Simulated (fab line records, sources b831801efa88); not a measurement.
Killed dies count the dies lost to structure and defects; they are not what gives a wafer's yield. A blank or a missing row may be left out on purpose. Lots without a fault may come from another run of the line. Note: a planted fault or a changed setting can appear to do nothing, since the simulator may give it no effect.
fab line records    flow sky130
record lots=12  wafers=34  last-day=50
route steps=708 shown LDD_LDN@301 LI_CONTACT@365 CONTACT@430 VIA1@461
lots that met no fault: taken from a fault-free run of the same line
start-h: start of the lot's first displayed wafer, in hours after the record's first day    wait-h: hours elapsed since this lot's preceding step    " the same as in the row above    L1.1+2: several wafers, shown together as one row    - no value, or no start was given    * or withheld: withheld    < > ~ a bound
route shown NAME@n: names a module that has steps shown in the file, with the first one's number in the route    usual: mean and standard deviation over wafers with no fault    same: alike in all rows    chamber/n: place in a boat    sites: per-site readings    _std_site: standard deviation of those values    _edge_site: the outer-site mean with the inner-site mean subtracted    radius-mm: how far each site lies from the wafer's centre    mask NAME#n: copy n    behind: the most recent tool/chamber to have shaped the wafer    hold: cause of the lot's hold/its duration in hours/its outcome    device: the transistor (n, p or np) that didn't switch    end of line: tests run on the same wafers once the route is complete    a step given without rows: its recipe and nothing more    killed: the dies lost at the first sort to structure and to defects; this is not the yield of the wafer    map: a wafer's dies, marking killed ones x, the rest . and places with no die _
set.NAME: the setting that was run; set.NAME@STEP: the one run at that earlier step    model.NAME: the simulator's own value behind a step, which no gauge read
one table for each step of the route and one row for each wafer, over a sample of lots
services: the hour from which a tool's chamber was out of use, counted from the record's first day as start-h (under 0 if before that day), plus the number of hours and why
## steps
# step SKY_LDD_LDN_STRIP_12
# recipe chemistry=O2/N2  power-w=1400  pressure-mtorr=1500  platen-temp-c=withheld  o2-flow-sccm=3000  n2-flow-sccm=300  overash-fraction=0.5
# usual drypump-motor-current-A=5.8/0.54  o2-flow-sccm=3001/9.3  oes-product-au=0.715/0.0046  strip-time-to-endpoint-s=14.20/0.048
lot.wafer  tool             chamber  start-h  wait-h  drypump-motor-current-A  o2-flow-sccm  oes-product-au  rf-hours-counter-h  strip-time-to-endpoint-s
L707.1     plasma-asher-01  0        538.20   0.1     5.2                      3011          0.713           41                  14.17
L707.3     "                1        "        "       5.7                      3016          0.719           -                   14.20
L707.6     "                1        "        "       5.7                      3000          0.716           -                   14.19
L708.2     plasma-asher-04  0        547.95   0.1     6.3                      3019          0.713           85                  14.10
L708.3     "                1        "        "       5.2                      3006          0.721           -                   14.10
L708.6     "                1        "        "       5.2                      2987          0.713           -                   14.11
L710.2     plasma-asher-04  0        558.73   0.1     6.3                      3004          0.717           86                  14.28
L710.3     "                1        "        "       5.2                      2996          0.719           -                   14.20
L710.4     "                0        "        "       6.3                      2998          0.717           -                   14.25
L709.2     plasma-asher-04  0        562.33   0.1     6.3                      2993          0.712           86                  14.30
L709.3     "                1        "        "       5.2                      3003          0.715           -                   14.27
L709.5     "                0        "        "       6.3                      2990          0.712           -                   14.27
L713.1     plasma-asher-01  1        584.46   0.1     5.7                      3016          0.704           46                  14.16
L713.2     "                0        "        "       5.2                      2996          0.719           46                  14.16
L713.3     "                1        "        "       5.6                      3013          0.710           -                   14.14
L714.2     plasma-asher-01  1        591.88   0.1     5.7                      2996          0.719           46                  14.19
L714.4     "                1        "        "       5.7                      3020          0.715           -                   14.17
L714.6     "                1        "        "       5.7                      2985          0.724           -                   14.18
L716.1     plasma-asher-04  0        611.21   0.1     6.3                      2979          0.717           91                  14.13
L716.4     "                1        "        "       5.2                      3005          0.720           -                   14.10
L716.5     "                1        "        "       5.2                      2998          0.712           -                   14.12
L717.3     plasma-asher-01  1        621.13   0.1     5.7                      2994          0.722           -                   14.21
L717.4     "                0        "        "       5.2                      3012          0.718           -                   14.21
L717.5     "                1        "        "       5.7                      3009          0.714           -                   14.17
L721.1     plasma-asher-03  1        648.21   0.1     6.5                      2999          0.717           82                  14.21
L721.3     "                1        "        "       6.5                      2996          0.720           -                   14.14
L721.4     "                0        "        "       6.3                      3002          0.715           -                   14.20
L723.1     plasma-asher-03  1        662.60   0.1     6.5                      2997          0.715           84                  14.16
L723.2     "                0        "        "       6.3                      3006          0.724           84                  14.17
L725.1     plasma-asher-04  1        682.03   0.1     5.2                      3003          0.710           98                  14.19
L725.6     "                0        "        "       6.3                      2994          0.714           -                   14.17
L730.2     plasma-asher-03  1        712.25   0.1     6.5                      3004          0.720           89                  14.17
L730.3     "                0        "        "       6.3                      3002          0.715           -                   14.21
L730.4     "                1        "        "       6.5                      2994          0.713           -                   14.19
# step SKY_LI_CONTACT_BOW_MEAS_03
# recipe mode=bow
# usual LI_CONTACT_BOW=56/6.6
lot.wafer  tool           chamber  start-h  wait-h  LI_CONTACT_BOW[um]
L707.1     film-metro-04  -        661.26   0.2     70
L707.3     "              -        "        "       58
L707.6     "              -        "        "       52
L708.2     film-metro-04  -        670.27   0.3     48
L708.3     "              -        "        "       53
L708.6     "              -        "        "       50
L710.2     film-metro-02  -        679.54   0.1     63
L710.3     "              -        "        "       62
L710.4     "              -        "        "       60
L709.2     film-metro-04  -        683.37   0.2     58
L709.3     "              -        "        "       45
L709.5     "              -        "        "       45
L713.1     film-metro-04  -        703.75   0.2     58
L713.2     "              -        "        "       66
L713.3     "              -        "        "       59
L714.2     film-metro-02  -        710.99   0.2     53
L714.4     "              -        "        "       58
L714.6     "              -        "        "       60
L716.1     film-metro-04  -        728.55   0.1     56
L716.4     "              -        "        "       53
L716.5     "              -        "        "       67
L717.3     film-metro-02  -        738.80   0.3     50
L717.4     "              -        "        "       50
L717.5     "              -        "        "       41
L721.1     film-metro-01  -        764.76   0.1     63
L721.3     "              -        "        "       53
L721.4     "              -        "        "       56
L723.1     film-metro-01  -        777.86   0.2     63
L723.2     "              -        "        "       55
L725.1     film-metro-04  -        794.99   0.2     51
L725.6     "              -        "        "       55
L730.2     film-metro-02  -        826.16   0.2     45
L730.3     "              -        "        "       56
L730.4     "              -        "        "       67
# step SKY_CONTACT_CVD_24
# recipe material=W  target-thk-nm=340  time-s=102.12  temp-c=400  pressure-torr=40
# usual chamber-pressure-Torr=40.00/0.075  heater-power-w=930/83
lot.wafer  tool      chamber  start-h  wait-h  chamber-pressure-Torr  heater-power-w
L707.1     cvd-w-01  1        748.95   0.0     40.07                  852
L707.3     "         0        "        "       40.13                  1057
L707.6     "         0        "        "       40.07                  1054
L708.2     cvd-w-02  1        758.67   0.0     39.96                  858
L708.3     "         0        "        "       39.92                  969
L708.6     "         1        "        "       40.00                  840
L710.2     cvd-w-02  1        766.95   0.0     40.00                  846
L710.3     "         0        "        "       39.89                  945
L710.4     "         1        "        "       39.99                  861
L709.2     cvd-w-02  1        769.75   0.0     40.10                  848
L709.3     "         1        "        "       40.09                  869
L709.5     "         1        "        "       39.97                  856
L713.1     cvd-w-01  0        790.19   0.0     40.08                  1045
L713.2     "         1        "        "       39.93                  845
L713.3     "         1        "        "       39.94                  866
L714.2     cvd-w-01  0        796.13   0.0     40.01                  1044
L714.4     "         0        "        "       40.01                  1041
L714.6     "         1        "        "       40.07                  865
L716.1     cvd-w-01  1        813.70   0.0     40.00                  845
L716.4     "         1        "        "       39.98                  860
L716.5     "         0        "        "       39.97                  1062
L717.3     cvd-w-01  0        823.49   0.1     40.03                  1053
L717.4     "         1        "        "       40.10                  855
L717.5     "         0        "        "       40.07                  1072
L721.1     cvd-w-01  1        847.09   0.0     39.93                  828
L721.3     "         0        "        "       39.99                  1047
L721.4     "         1        "        "       39.90                  830
L723.1     cvd-w-01  0        859.45   0.0     40.00                  1043
L723.2     "         1        "        "       39.93                  851
L725.1     cvd-w-01  0        877.23   0.0     40.05                  1048
L725.6     "         0        "        "       39.90                  1041
L730.2     cvd-w-02  1        907.56   0.0     40.08                  870
L730.3     "         0        "        "       40.10                  981
L730.4     "         1        "        "       39.98                  879
# step SKY_CONTACT_RS_MEAS_25
# recipe thk-meas-gauge=four-point-probe  reads=W_of_CONTACT_CVD_24+TiN_of_CONTACT_SPUTTER_23
# usual CONTACT_W_RS=0.341/0.0039
lot.wafer  tool           chamber  start-h  wait-h  CONTACT_W_RS[ohm/sq]
L707.1     film-metro-04  -        749.06   0.1     0.338
L707.3     "              -        "        "       0.337
L707.6     "              -        "        "       0.337
L708.2     film-metro-03  -        758.80   0.1     0.341
L708.3     "              -        "        "       0.345
L708.6     "              -        "        "       0.343
L710.2     film-metro-04  -        767.08   0.1     0.343
L710.3     "              -        "        "       0.343
L710.4     "              -        "        "       0.343
L709.2     film-metro-03  -        769.88   0.1     0.344
L709.3     "              -        "        "       0.344
L709.5     "              -        "        "       0.339
L713.1     film-metro-04  -        790.30   0.1     0.347
L713.2     "              -        "        "       0.339
L713.3     "              -        "        "       0.343
L714.2     film-metro-04  -        796.26   0.1     0.338
L714.4     "              -        "        "       0.337
L714.6     "              -        "        "       0.335
L716.1     film-metro-03  -        813.81   0.1     0.340
L716.4     "              -        "        "       0.338
L716.5     "              -        "        "       0.338
L717.3     film-metro-03  -        823.60   0.1     0.341
L717.4     "              -        "        "       0.339
L717.5     "              -        "        "       0.342
L721.1     film-metro-04  -        847.20   0.1     0.338
L721.3     "              -        "        "       0.340
L721.4     "              -        "        "       0.337
L723.1     film-metro-03  -        859.56   0.1     0.371
L723.2     "              -        "        "       0.340
L725.1     film-metro-02  -        877.34   0.1     0.380
L725.6     "              -        "        "       0.341
L730.2     film-metro-02  -        907.69   0.1     0.350
L730.3     "              -        "        "       0.346
L730.4     "              -        "        "       0.345
# step SKY_CONTACT_THK_MEAS_26
# recipe thk-meas-gauge=xrf  reads=W_of_CONTACT_CVD_24
# usual CONTACT_W_THK=355/6.3
lot.wafer  tool           chamber  start-h  wait-h  CONTACT_W_THK[nm]
L707.1     film-metro-04  -        749.18   0.1     353
L707.3     "              -        "        "       353
L707.6     "              -        "        "       354
L708.2     film-metro-03  -        758.91   0.1     358
L708.3     "              -        "        "       353
L708.6     "              -        "        "       355
L710.2     film-metro-04  -        767.19   0.1     349
L710.3     "              -        "        "       349
L710.4     "              -        "        "       346
L709.2     film-metro-03  -        769.99   0.1     348
L709.3     "              -        "        "       348
L709.5     "              -        "        "       355
L713.1     film-metro-04  -        790.42   0.1     345
L713.2     "              -        "        "       356
L713.3     "              -        "        "       349
L714.2     film-metro-04  -        796.37   0.1     352
L714.4     "              -        "        "       353
L714.6     "              -        "        "       357
L716.1     film-metro-03  -        813.93   0.1     359
L716.4     "              -        "        "       358
L716.5     "              -        "        "       362
L717.3     film-metro-03  -        823.70   0.1     359
L717.4     "              -        "        "       361
L717.5     "              -        "        "       358
L721.1     film-metro-04  -        847.32   0.1     353
L721.3     "              -        "        "       348
L721.4     "              -        "        "       353
L723.1     film-metro-03  -        859.68   0.1     325
L723.2     "              -        "        "       355
L725.1     film-metro-02  -        877.46   0.1     325
L725.6     "              -        "        "       365
L730.2     film-metro-02  -        907.80   0.1     347
L730.3     "              -        "        "       352
L730.4     "              -        "        "       352
# step SKY_VIA1_BOW_MEAS_03
# recipe mode=bow
# usual VIA1_BOW=80/7.1
lot.wafer  tool           chamber  start-h  wait-h  VIA1_BOW[um]
L707.1     film-metro-01  -        778.32   0.2     93
L707.3     "              -        "        "       83
L707.6     "              -        "        "       75
L708.2     film-metro-01  -        788.18   0.2     70
L708.3     "              -        "        "       74
L708.6     "              -        "        "       71
L710.2     film-metro-02  -        795.59   0.1     91
L710.3     "              -        "        "       89
L710.4     "              -        "        "       86
L709.2     film-metro-01  -        798.14   0.2     78
L709.3     "              -        "        "       66
L709.5     "              -        "        "       66
L713.1     film-metro-01  -        818.30   0.2     84
L713.2     "              -        "        "       92
L713.3     "              -        "        "       83
L714.2     film-metro-01  -        825.03   0.1     76
L714.4     "              -        "        "       82
L714.6     "              -        "        "       84
L716.1     film-metro-01  -        842.17   0.1     77
L716.4     "              -        "        "       75
L716.5     "              -        "        "       88
L717.3     film-metro-01  -        852.30   0.1     74
L717.4     "              -        "        "       73
L717.5     "              -        "        "       63
L721.1     film-metro-02  -        874.98   0.1     91
L721.3     "              -        "        "       82
L721.4     "              -        "        "       83
L723.1     film-metro-01  -        887.21   0.2     90
L723.2     "              -        "        "       81
L725.1     film-metro-02  -        905.15   0.1     79
L725.6     "              -        "        "       82
L730.2     film-metro-02  -        935.07   0.1     70
L730.3     "              -        "        "       81
L730.4     "              -        "        "       92
## services
tool             chamber  start-h  hours  kind
plasma-asher-01  -        545.84   2.5    repair
plasma-asher-01  -        622.72   1.8    repair
plasma-asher-04  -        659.00   1.8    repair
cvd-w-02         -        672.82   6.9    pm
cvd-w-01         -        676.26   0.2    repair
cvd-w-02         1        681.75   4.5    repair
plasma-asher-04  -        683.71   37.8   repair
cvd-w-01         0        729.98   13.1   repair
plasma-asher-04  -        733.75   9.0    pm
cvd-w-01         -        743.38   1.3    repair
plasma-asher-01  -        755.24   1.5    repair
plasma-asher-03  -        766.98   2.8    pm
plasma-asher-04  -        767.32   0.8    repair
plasma-asher-04  -        777.62   2.9    repair
cvd-w-01         -        814.51   0.9    repair
plasma-asher-01  -        818.45   2.8    pm
plasma-asher-04  -        818.71   15.6   pm
cvd-w-02         -        861.73   2.0    repair
plasma-asher-01  -        863.89   4.3    repair
cvd-w-01         -        871.28   0.7    repair
cvd-w-01         -        877.99   6.9    pm
plasma-asher-04  -        889.37   24.5   repair
plasma-asher-01  -        893.67   1.4    repair
cvd-w-01         -        904.00   14.0   pm
## key
first-sign step=SKY_CONTACT_RS_MEAS_25  reading=CONTACT_W_RS  direction=up  sigmas=8.9  usual=0.341  struck=0.376
effect step=SKY_CONTACT_THK_MEAS_26  reading=CONTACT_W_THK  direction=down  sigmas=4.8  usual=355  struck=325
met-at SKY_CONTACT_CVD_24
struck-lots L723,L725
struck-wafers L723.1,L725.1
tester-left-out L723,L725
not-acting-at SKY_LDD_LDN_STRIP_12,SKY_LI_CONTACT_BOW_MEAS_03,SKY_VIA1_BOW_MEAS_03
onset-between 847.09 859.45
fault kind=process-parameter-drift  tool=cvd-w-01  chamber=-  onset-h=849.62  steps=SKY_CONTACT_CVD_24  channel=target-thk-nm  offset=-31.262  shape=step  end-h=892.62  scope=struck-wafers-only  acts-in=these-recipes-only  stated=340
# tester-left-out: of these lots the tester's yield and bins aren't shown, on N5 and GAA mostly nor the transistor test; their killed dies are dies lost to structure and defects alone, not to doping, threshold or leakage, so they don't give the yield
